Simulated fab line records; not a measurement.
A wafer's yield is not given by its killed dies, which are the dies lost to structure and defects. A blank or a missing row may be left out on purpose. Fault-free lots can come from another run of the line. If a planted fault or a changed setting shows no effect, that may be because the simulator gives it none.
The same fault as seen by 2 desks + flow gf180mcu + each desk has only its own numbers; what lay behind them comes last

== FOR THE TOOL OWNER'S DESK: litho track-04 ==
The tool's own readings at GF_PSD_DEVELOP_06 (develop time 60 s): means of the sampled wafers that have a number, for each lot that ran on this tool. If a lot's mean is further than 4 standard deviations from the usual mean, the lot is out of limits and carries the mark OUT (the distance appears in the brackets).
Columns: A = developer temp C at GF_PSD_DEVELOP_06, usual 22.98 C; B = resist line temp C at GF_PSD_DEVELOP_06, usual 22.98 C
| lot  | first seen here | A               | B     |
|------|-----------------|-----------------|-------|
| L169 | day 14 15:11    | 22.98           | 23.11 |
| L173 | day 16 05:35    | 22.96           | 23.03 |
| L174 | day 16 12:32    | 23.03           | 23.01 |
| L187 | day 21 12:52    | 25.17 (+20) OUT | 22.85 |
| L188 | day 21 19:41    | 25.40 (+22) OUT | 22.93 |
Finding of this desk: L187, L188 out of limits; the first was L187 at day 21 12:52, on developer temp C at GF_PSD_DEVELOP_06. Within limits: L169, L173, L174.

== AT THE METROLOGY DESK ==
What the gauges read for every lot (on any tool): the sampled wafers with a number, averaged. If a lot's mean is further than 4 standard deviations from the usual mean, the lot is out of limits and carries the mark OUT (the distance appears in the brackets).
Columns: A = cd nm at GF_PSD_CD_MEAS_07, usual 400.7 nm; B = PSD_OVL at GF_PSD_OVL_MEAS_08, usual -0.3 nm; C = PSD_TW at GF_PSD_TW_MEAS_11, usual 3145
| lot  | first seen here | A     | B    | C    |
|------|-----------------|-------|------|------|
| L167 | day 14 00:16    | 401.5 | -0.2 | 3107 |
| L168 | day 14 03:43    | 398.1 | -1.1 | 3172 |
| L169 | day 14 15:20    | 402.5 | -2.4 | 3097 |
| L170 | day 15 03:44    | 398.2 | 0.7  | 3129 |
| L172 | day 15 17:09    | 398.6 | -1.2 | 3163 |
| L173 | day 16 05:44    | 401.5 | -1.2 | 3160 |
| L174 | day 16 12:41    | 402.8 | -0.9 | 3092 |
| L176 | day 17 02:05    | 402.0 | -0.7 | 3107 |
| L177 | day 17 12:37    | 404.4 | 0.7  | 3193 |
| L178 | day 17 17:36    | 399.9 | -0.3 | 3172 |
| L181 | day 18 21:58    | 397.9 | 0.2  | 3168 |
| L187 | day 21 13:00    | 393.3 | 0.3  | 3164 |
| L188 | day 21 19:50    | 393.8 | 0.3  | 3114 |
| L189 | day 22 00:44    | 402.5 | 0.2  | 3175 |
This desk found nothing out of limits on any of the 14 lots.

== ALL TOGETHER ==
An alarm could have come from the tool owner's desk at day 21 12:52, on L187, L188.
At the metrology desk, nothing out of limits was observed.
The metrology desk holds a record of L187, L188, inside its limits.
Of the lots named, all ran GF_PSD_DEVELOP_06 on litho track-04.

== WHAT THE SIMULATOR HAD INSERTED ==
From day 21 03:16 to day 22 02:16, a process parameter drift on litho track-04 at GF_PSD_DEVELOP_06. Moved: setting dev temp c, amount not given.
Lots struck among those shown: L187, L188.
Each desk's first reading out of limits, in hours after the fault started: the tool owner's desk, 10.
